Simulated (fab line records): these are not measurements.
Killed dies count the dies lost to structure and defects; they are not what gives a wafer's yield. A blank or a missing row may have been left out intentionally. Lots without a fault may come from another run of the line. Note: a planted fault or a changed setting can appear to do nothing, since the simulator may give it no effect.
The tool behind it: which one? :: flow gf180mcu :: 14 lots with 42 wafers sampled at 3 steps, on a route of 602 steps

WHAT EACH GAUGE READ, for each wafer
GF_VT_IMPLANT_RS_MEAS_48: a four-point-probe measurement.
lot: L897
measured: day 7 09:58
on: film metro-04
LVPWELL_RS (ohm/sq): 1190 1193 1193

lot: L900
measured: day 8 19:50
on: film metro-03
LVPWELL_RS (ohm/sq): 1191 1191 1194

lot: L902
measured: day 9 05:43
on: film metro-03
LVPWELL_RS (ohm/sq): 1200 1197 1198

lot: L903
measured: day 9 19:46
on: film metro-04
LVPWELL_RS (ohm/sq): 1191 1193 1192

lot: L905
measured: day 10 00:55
on: film metro-01
LVPWELL_RS (ohm/sq): 1197 1192 1193

lot: L904
measured: day 10 01:59
on: film metro-04
LVPWELL_RS (ohm/sq): 1195 1195 1193

lot: L906
measured: day 10 14:09
on: film metro-01
LVPWELL_RS (ohm/sq): 1196 1195 1200

lot: L908
measured: day 10 21:06
on: film metro-01
LVPWELL_RS (ohm/sq): 1201 1203 1204

lot: L909
measured: day 11 02:39
on: film metro-03
LVPWELL_RS (ohm/sq): 1194 1192 1195

lot: L910
measured: day 11 06:07
on: film metro-01
LVPWELL_RS (ohm/sq): 1196 1196 1198

lot: L911
measured: day 11 14:09
on: film metro-01
LVPWELL_RS (ohm/sq): 1205 1205 1205

lot: L915
measured: day 12 16:15
on: film metro-01
LVPWELL_RS (ohm/sq): 1198 1197 1200

lot: L918
measured: day 13 11:32
on: film metro-04
LVPWELL_RS (ohm/sq): 1192 1194 1194

lot: L920
measured: day 14 00:47
on: film metro-04
LVPWELL_RS (ohm/sq): 1193 1193 1194

GF_POLY_GATE_THK_MEAS_01.
lot: L897
measured: day 8 06:55
on: film metro-02
POLY_GATE_CVD_00_THK (nm): 201.2 199.4 199.0

lot: L900
measured: day 9 17:55
on: film metro-03
POLY_GATE_CVD_00_THK (nm): 197.8 196.1 195.6

lot: L902
measured: day 10 08:05
on: film metro-01
POLY_GATE_CVD_00_THK (nm): 201.1 202.0 202.3

lot: L903
measured: day 10 18:24
on: film metro-03
POLY_GATE_CVD_00_THK (nm): 200.6 201.4 200.9

lot: L905
measured: day 11 03:49
on: film metro-01
POLY_GATE_CVD_00_THK (nm): 199.6 198.2 196.7

lot: L904
measured: day 11 03:48
on: film metro-02
POLY_GATE_CVD_00_THK (nm): 202.3 202.8 201.7

lot: L906
measured: day 11 13:11
on: film metro-02
POLY_GATE_CVD_00_THK (nm): 200.6 201.6 203.9

lot: L908
measured: day 11 20:28
on: film metro-03
POLY_GATE_CVD_00_THK (nm): 198.3 198.5 201.0

lot: L909
measured: day 12 03:56
on: film metro-01
POLY_GATE_CVD_00_THK (nm): 203.8 203.8 204.5

lot: L910
measured: day 12 06:02
on: film metro-01
POLY_GATE_CVD_00_THK (nm): 201.3 200.5 201.8

lot: L911
measured: day 12 14:08
on: film metro-03
POLY_GATE_CVD_00_THK (nm): 201.0 199.7 200.7

lot: L915
measured: day 13 18:47
on: film metro-03
POLY_GATE_CVD_00_THK (nm): 201.9 202.9 201.5

lot: L918
measured: day 14 12:48
on: film metro-03
POLY_GATE_CVD_00_THK (nm): 201.7 199.2 198.5

lot: L920
measured: day 15 04:36
on: film metro-02
POLY_GATE_CVD_00_THK (nm): 199.7 199.1 199.0

EACH LOT AND THE TOOL THAT RAN IT (in order: tool; ch and the chambers of the sampled wafers; start)
lot: L897
GF_DUAL_GATE_STRIP_13: plasma asher-02 ch 0,1, day 8 03:36

lot: L900
GF_DUAL_GATE_STRIP_13: plasma asher-02 ch 0,1, day 9 14:16

lot: L902
GF_DUAL_GATE_STRIP_13: plasma asher-04 ch 0,1, day 10 00:29

lot: L903
GF_DUAL_GATE_STRIP_13: plasma asher-01 ch 0,1, day 10 14:40

lot: L905
GF_DUAL_GATE_STRIP_13: plasma asher-01 ch 0,1, day 11 00:28

lot: L904
GF_DUAL_GATE_STRIP_13: plasma asher-04 ch 0,1, day 11 00:25

lot: L906
GF_DUAL_GATE_STRIP_13: plasma asher-01 ch 0,1, day 11 10:10

lot: L908
GF_DUAL_GATE_STRIP_13: plasma asher-02 ch 0,1, day 11 17:27

lot: L909
GF_DUAL_GATE_STRIP_13: plasma asher-02 ch 0,1, day 11 23:56

lot: L910
GF_DUAL_GATE_STRIP_13: plasma asher-01 ch 0,1, day 12 02:27

lot: L911
GF_DUAL_GATE_STRIP_13: plasma asher-02 ch 0,1, day 12 10:25

lot: L915
GF_DUAL_GATE_STRIP_13: plasma asher-02 ch 0, day 13 15:05

lot: L918
GF_DUAL_GATE_STRIP_13: plasma asher-02 ch 0,1, day 14 09:46

lot: L920
GF_DUAL_GATE_STRIP_13: plasma asher-02 ch 0,1, day 15 01:05
- GF_DUAL_GATE_STRIP_13: strips in O2/N2.

WHAT THE TOOLS THEMSELVES READ (means of the sampled wafers that have a number; where no wafer has one, the mark that the record gives instead)
GF_DUAL_GATE_STRIP_13.
lot: L897
tool: plasma asher-02
drypump motor current A (A): 5.9
heater power w (W): 357
oes product au (a.u.): 0.719
strip time to endpoint s (s): 12.62

lot: L900
tool: plasma asher-02
drypump motor current A (A): 6.3
heater power w (W): 372
oes product au (a.u.): 0.712
strip time to endpoint s (s): 12.66

lot: L902
tool: plasma asher-04
drypump motor current A (A): 5.2
heater power w (W): 310
oes product au (a.u.): 0.717
strip time to endpoint s (s): 12.64

lot: L903
tool: plasma asher-01
drypump motor current A (A): 5.9
heater power w (W): 341
oes product au (a.u.): 0.715
strip time to endpoint s (s): 12.59

lot: L905
tool: plasma asher-01
drypump motor current A (A): 5.9
heater power w (W): 344
oes product au (a.u.): 0.718
strip time to endpoint s (s): 12.64

lot: L904
tool: plasma asher-04
drypump motor current A (A): 5.2
heater power w (W): 307
oes product au (a.u.): 0.717
strip time to endpoint s (s): 12.62

lot: L906
tool: plasma asher-01
drypump motor current A (A): 5.8
heater power w (W): 315
oes product au (a.u.): 0.714
strip time to endpoint s (s): 12.59

lot: L908
tool: plasma asher-02
drypump motor current A (A): 6.3
heater power w (W): 376
oes product au (a.u.): 0.718
strip time to endpoint s (s): 12.65

lot: L909
tool: plasma asher-02
drypump motor current A (A): 5.9
heater power w (W): 358
oes product au (a.u.): 0.714
strip time to endpoint s (s): 12.69

lot: L910
tool: plasma asher-01
drypump motor current A (A): 5.9
heater power w (W): 345
oes product au (a.u.): 0.715
strip time to endpoint s (s): 12.66

lot: L911
tool: plasma asher-02
drypump motor current A (A): 6.3
heater power w (W): 370
oes product au (a.u.): 0.716
strip time to endpoint s (s): 12.68

lot: L915
tool: plasma asher-02
drypump motor current A (A): 5.4
heater power w (W): 350
oes product au (a.u.): 0.713
strip time to endpoint s (s): 12.68

lot: L918
tool: plasma asher-02
drypump motor current A (A): 6.3
heater power w (W): 372
oes product au (a.u.): 0.710
strip time to endpoint s (s): 12.64

lot: L920
tool: plasma asher-02
drypump motor current A (A): 5.9
heater power w (W): 362
oes product au (a.u.): 0.715
strip time to endpoint s (s): 12.62

THE ANSWER, worked out from the rows above alone
Rule: the lots themselves supply what counts as usual. Put in order of their means at a reading, lots are off if they are a third of the lots or fewer, leave a main group of 4 or more, and stand apart from it by a gap of 3 or more times the standard deviation of the main group's means; of several such gaps the widest counts. A main group whose means are all the same, to the digits that the tables above print for the reading, isn't used. Also off: a lot with no number at a reading for which 4 or more lots have one. Any other lot the step has rows for is counted as sound. Order of review: gauges by route order, followed by the tools' own readings, for which a lot's mean as printed above is used. At the first step where some lot is off, the reading lying furthest off is the one used; lots without a number count as furthest.
No lot is off at any reading shown: from this, nothing can be told.

WHAT THE SIMULATOR PUT IN
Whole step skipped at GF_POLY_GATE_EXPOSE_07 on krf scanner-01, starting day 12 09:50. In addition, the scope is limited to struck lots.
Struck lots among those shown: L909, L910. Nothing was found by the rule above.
